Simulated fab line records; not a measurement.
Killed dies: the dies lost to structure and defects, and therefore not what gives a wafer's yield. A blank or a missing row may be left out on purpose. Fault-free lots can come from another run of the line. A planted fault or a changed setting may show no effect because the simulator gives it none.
One fault through the eyes of 2 desks / flow gf180mcu / only its own numbers are on each desk; what lay behind them is given at the end

## TOOL OWNER'S DESK, cvd-w-01
The tool's own readings at GF_CONTACT_CVD_24 (deposits W, target thk 300 nm, time 90.339 s): means of the sampled wafers that have a number, for each lot that ran on this tool. The brackets show how far a lot's mean lies from the usual mean; more than 4 standard deviations puts the lot out of limits, marked OUT.
Columns: A = chamber-pressure-Torr at GF_CONTACT_CVD_24, usual 39.99 Torr; B = heater-power-w at GF_CONTACT_CVD_24, usual 892 W; C = susceptor-temp-C at GF_CONTACT_CVD_24, usual 399.98 C
lot=L694; first seen here=day 16 19:22; A=39.95; B=848; C=400.04
lot=L695; first seen here=day 17 06:10; A=40.07; B=845; C=399.82
lot=L698; first seen here=day 18 04:49; A=39.96; B=953; C=399.81
lot=L705; first seen here=day 21 01:37; A=39.96; B=1204; C=418.26 (+87) OUT
lot=L707; first seen here=day 21 18:39; A=40.02; B=949; C=418.51 (+88) OUT
Finding of this desk: L705, L707 out of limits; the first was L705 at day 21 01:37, on susceptor-temp-C at GF_CONTACT_CVD_24. In limits: L694, L695, L698.

## FROM THE METROLOGY DESK
Lot by lot, what the gauges showed, no matter which tool ran the lot: averages of those sampled wafers that carry a number. The brackets show how far a lot's mean lies from the usual mean; more than 4 standard deviations puts the lot out of limits, marked OUT.
Columns: A = cd-nm at GF_CONTACT_CD_MEAS_14, usual 219.8 nm; B = CONTACT_W_RS at GF_CONTACT_RS_MEAS_25, usual 0.383 ohm/sq; C = CONTACT_W_THK at GF_CONTACT_THK_MEAS_26, usual 306 nm
lot=L694; first seen here=day 16 18:38; A=219.8; B=0.378; C=307
lot=L695; first seen here=day 17 05:28; A=219.2; B=0.382; C=312
lot=L697; first seen here=day 18 00:25; A=219.9; B=0.383; C=304
lot=L698; first seen here=day 18 04:05; A=221.9; B=0.380; C=310
lot=L701; first seen here=day 19 10:23; A=219.5; B=0.384; C=311
lot=L705; first seen here=day 21 00:53; A=221.0; B=0.274 (-23) OUT; C=416 (+20) OUT
lot=L707; first seen here=day 21 17:50; A=217.7; B=0.277 (-22) OUT; C=423 (+21) OUT
lot=L713; first seen here=day 23 12:56; A=218.1; B=0.389; C=301
lot=L714; first seen here=day 23 20:42; A=218.6; B=0.384; C=304
lot=L715; first seen here=day 24 02:52; A=217.8; B=0.384; C=302
lot=L716; first seen here=day 24 05:53; A=220.1; B=0.383; C=307
This desk finds L705, L707 out of limits, with the earliest case on L705 at day 21 01:43 (CONTACT_W_RS at GF_CONTACT_RS_MEAS_25). In limits: L694, L695, L697, L698, L701, L713, L714, L715, L716.

## ALL TOGETHER
At day 21 01:37, on L705, L707, the tool owner's desk was in a position to raise an alarm.
On L705, L707, the metrology desk was in a position to raise an alarm at day 21 01:43.
GF_CONTACT_CVD_24 was run on cvd-w-01 by each of the lots named.

## WHAT HAD BEEN PUT IN BY THE SIMULATOR
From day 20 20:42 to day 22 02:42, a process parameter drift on cvd-w-01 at GF_CONTACT_CVD_24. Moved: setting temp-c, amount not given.
Lots struck among those shown: L705, L707.
Delay (hours) between the fault's onset and each desk's first out-of-limits reading: 5 at the tool owner's desk, 5 at the metrology desk.
